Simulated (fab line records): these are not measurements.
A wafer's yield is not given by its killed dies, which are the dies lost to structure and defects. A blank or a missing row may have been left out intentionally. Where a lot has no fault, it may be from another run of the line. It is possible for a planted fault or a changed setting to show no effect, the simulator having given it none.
Chamber matching	flow sky130	SKY_CONTACT_CMP_04 on cmp-01: 4 sister chambers
The step polishes SiO2. 4 wafers are shown with their chamber, then 8 later ones without.

WAFERS PAIRED WITH THEIR CHAMBERS
wafer	chamber	motor current A (A)
L312.5	3	10.3
L324.2	0	9.2
L324.3	1	12.8
L326.3	2	12.6

WAFERS WITH NO CHAMBER GIVEN
wafer	motor current A (A)
L326.5	13.0
L326.6	8.6
L333.1	11.8
L333.2	10.9
L333.6	8.4
L334.1	8.5
L334.2	13.1
L334.6	12.8

WHICH CHAMBER EACH ONE RAN IN
wafer	from the rows above	in truth
L326.5	can't be placed: 1 or 2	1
L326.6	can't be placed: 0 or 3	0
L333.1	can't be placed: 2 or 1 or 3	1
L333.2	can't be placed: 3 or 2 or 0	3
L333.6	can't be placed: 0 or 3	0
L334.1	can't be placed: 0 or 3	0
L334.2	can't be placed: 1 or 2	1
L334.6	can't be placed: 1 or 2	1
0 of 8 placed correctly. These rows do not allow placing 8 (true chamber among the candidates in 8). Wrongly placed: 0.
How it was worked out, from the rows above alone: a wafer's distance from a chamber is the root of the sum, over the readings, of the square of ((its reading less the chamber's mean) divided by the reading's scatter). The wafer belongs to the nearest chamber; if the next one is less than 2 further off, it can't be placed. Each chamber's mean is taken over the wafers shown for it. The scatter (one wafer shown for each chamber): square how far every hidden wafer sits from the nearest shown wafer, average those squares and take the square root.
